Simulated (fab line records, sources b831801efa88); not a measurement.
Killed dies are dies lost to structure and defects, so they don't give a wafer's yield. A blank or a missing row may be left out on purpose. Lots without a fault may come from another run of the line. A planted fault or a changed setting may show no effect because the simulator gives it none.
Which tool did it? | flow gf180mcu | 14 lots, 42 wafers sampled, at 2 steps of a route of 602

WHAT THE GAUGES READ, wafer by wafer
GF_STI_THK_MEAS_24. Usual: STI_CVD_23_THK 662 nm, standard deviation 6.
lot  | measured    | on            | STI_CVD_23_THK (nm) | flag
L453 | day 2 04:08 | film_metro-01 | 665 668 669         |
L454 | day 2 09:25 | film_metro-03 | 658 666 670         |
L455 | day 2 13:47 | film_metro-01 | 664 660 662         |
L456 | day 2 19:18 | film_metro-03 | 664 664 668         |
L458 | day 3 05:00 | film_metro-01 | 669 663 666         |
L460 | day 3 14:48 | film_metro-04 | 664 666 666         |
L462 | day 4 02:13 | film_metro-01 | 665 662 660         |
L463 | day 4 07:06 | film_metro-01 | 662 663 659         |
L466 | day 4 21:45 | film_metro-03 | 652 656 656         |
L467 | day 5 04:34 | film_metro-01 | 656 655 648         |
L468 | day 5 08:41 | film_metro-01 | 668 666 661         |
L470 | day 5 19:49 | film_metro-04 | 672 666 654         |
L472 | day 6 04:36 | film_metro-03 | 660 663 664         |
L476 | day 7 02:24 | film_metro-01 | 675 676 673         |

WHICH TOOL RAN EACH LOT (tool, then ch and the chambers of the sampled wafers, then the start)
lot  | GF_STI_ETCH_14
L453 | rie_si-01 ch 0,1,2, day 2 02:14
L454 | rie_si-01 ch 0,3, day 2 07:38
L455 | rie_si-02 ch 1,2,3, day 2 11:53
L456 | rie_si-02 ch 1,2,3, day 2 16:46
L458 | rie_si-01 ch 1,2, day 3 02:53
L460 | rie_si-01 ch 2,3, day 3 12:06
L462 | rie_si-02 ch 1,2, day 4 00:25
L463 | rie_si-02 ch 0,1,3, day 4 04:21
L466 | rie_si-01 ch 0,1,2, day 4 19:56
L467 | rie_si-02 ch 0,3, day 5 02:45
L468 | rie_si-01 ch 1,2,3, day 5 06:52
L470 | rie_si-02 ch 0,1, day 5 18:02
L472 | rie_si-01 ch 0,2, day 6 02:46
L476 | rie_si-01 ch 0,2,3, day 7 00:20
- GF_STI_ETCH_14: etches Si in HBr/Cl2/O2, target depth 360 nm, time 102.9 s.

WHAT THE TOOLS THEMSELVES READ (means of the sampled wafers that have a number; where no wafer has one, the mark that the record gives instead)
GF_STI_ETCH_14. Usual: drypump_motor_current_A 5.50 A, standard deviation 0.28; oes_product_au 1.002 a.u., standard deviation 0.0079; throttle_valve_pct 25.656 %, standard deviation 0.011.
lot  | tool      | drypump_motor_current_A (A) | oes_product_au (a.u.) | throttle_valve_pct (%) | flag
L453 | rie_si-01 | 5.48                        | 0.999                 | 25.650                 |
L454 | rie_si-01 | 5.74                        | 0.999                 | 25.657                 |
L455 | rie_si-02 | 5.41                        | 1.006                 | 25.654                 |
L456 | rie_si-02 | 5.41                        | 1.011                 | 25.650                 |
L458 | rie_si-01 | 5.53                        | 1.002                 | 25.649                 |
L460 | rie_si-01 | 5.60                        | 1.007                 | 25.648                 |
L462 | rie_si-02 | 5.53                        | 1.005                 | 25.656                 |
L463 | rie_si-02 | 5.49                        | 0.990                 | 25.661                 |
L466 | rie_si-01 | 5.49                        | 1.006                 | 25.655                 |
L467 | rie_si-02 | 5.44                        | 0.993                 | 25.668                 |
L468 | rie_si-01 | 5.56                        | 0.995                 | 25.664                 |
L470 | rie_si-02 | 5.64                        | 1.003                 | 25.662                 |
L472 | rie_si-01 | 5.44                        | 1.004                 | 25.653                 |
L476 | rie_si-01 | 5.51                        | 1.000                 | 25.659                 |

THE ANSWER, worked out from the rows above alone
Rule: a lot is off if the mean of its wafers that have a number lies more than 3 standard deviations from the usual mean. A lot without any number at a reading at which 4 lots or more have one is off too. The other lots that the step has rows for count as sound. The gauges are gone through in route order, then the tools' own readings, and for those a lot's mean is taken as printed above. The first step at which some lot is off is used, and at that step the reading that is off furthest; a lot without a number counts as furthest.
No lot is off at any reading shown: from this, nothing can be told.

WHAT THE SIMULATOR HAD PUT IN
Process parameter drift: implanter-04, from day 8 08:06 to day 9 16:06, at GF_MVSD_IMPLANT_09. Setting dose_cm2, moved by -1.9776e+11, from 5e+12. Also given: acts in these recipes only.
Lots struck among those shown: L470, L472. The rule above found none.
